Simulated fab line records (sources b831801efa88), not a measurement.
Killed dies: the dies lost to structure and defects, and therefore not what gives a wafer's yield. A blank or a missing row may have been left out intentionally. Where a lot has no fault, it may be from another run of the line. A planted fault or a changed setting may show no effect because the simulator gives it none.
2 desks, one fault -- flow gf180mcu -- each desk holds nothing but its own numbers, with what lay behind them at the end

THE METROLOGY DESK
Means of the sampled wafers that have a number, per lot and without regard to the tool the lot ran on: this is what the gauges read. The brackets show how far a lot's mean lies from the usual mean; more than 4 standard deviations puts the lot out of limits, marked OUT.
Columns: A = M3_ALCU_RS at GF_M3_RS_MEAS_05, usual 0.0695 ohm/sq; B = V3_W_RS at GF_V3_RS_MEAS_24, usual 0.327 ohm/sq
lot,first seen here,A,B
L436,day 20 02:19,0.0697,0.329
L437,day 20 06:47,0.0684,0.329
L438,day 20 19:28,0.0702,0.326
L439,day 21 07:06,0.0683,0.331
L440,day 21 16:05,0.0703,0.326
L442,day 22 13:22,0.0688,0.327
L443,day 22 18:37,0.0698,0.328
L445,day 23 19:34,0.0697,0.328
L448,day 25 01:10,0.0697,0.327
L454,day 26 20:27,0.0696,0.328
L455,day 27 07:43,0.0693,0.328
L457,day 27 20:13,0.0697,0.322
L458,day 27 22:49,0.0704,0.330
L459,day 28 04:05,0.0697,0.325
This desk's verdict: no lot among the 14 shows anything out of limits.

TOOL OWNER'S DESK, rie_si-01
The tool's own readings at GF_STI_ETCH_14 (etches Si in HBr/Cl2/O2, target depth 360 nm, time 102.9 s): means of the sampled wafers that have a number, for each lot that ran on this tool. The brackets show how far a lot's mean lies from the usual mean; more than 4 standard deviations puts the lot out of limits, marked OUT.
Columns: A = drypump_motor_current_A at GF_STI_ETCH_14, usual 5.5 A; B = oes_product_au at GF_STI_ETCH_14, usual 0.998 a.u.; C = run_length_s at GF_STI_ETCH_14, usual 131.4 s; D = throttle_valve_pct at GF_STI_ETCH_14, usual 25.659 %
lot,first seen here,A,B,C,D
L438,day 2 11:07,5.7,1.005,131.4,25.653
L439,day 2 16:49,5.7,0.994,131.1,25.650
L440,day 2 21:19,5.7,0.986,131.5,25.671
L442,day 3 11:40,5.6,0.995,131.0,25.660
L445,day 4 00:43,5.4,0.996,131.1,25.662
L454,day 5 22:10,5.8,0.995,136.4 (+12) OUT,25.663
L455,day 6 03:27,5.5,0.982,138.2 (+16) OUT,25.660
This desk's verdict: out of limits on L454, L455, starting with L454 at day 5 22:10 (run_length_s at GF_STI_ETCH_14). L438, L439, L440, L442, L445: within limits.

PUT TOGETHER
An alarm could have come from the tool owner's desk at day 5 22:10, on L454, L455.
The metrology desk saw nothing out of limits.
The metrology desk has L454, L455 on record, within its limits.
The lots listed all ran GF_STI_ETCH_14 on rie_si-01.

WHAT THE SIMULATOR HAD INSERTED
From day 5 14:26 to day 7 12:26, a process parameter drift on rie_si-01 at GF_STI_ETCH_14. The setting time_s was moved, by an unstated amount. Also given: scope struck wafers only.
Struck lots among those shown: L454, L455.
Hours from the fault's start to each desk's first reading out of limits: the tool owner's desk, 8.
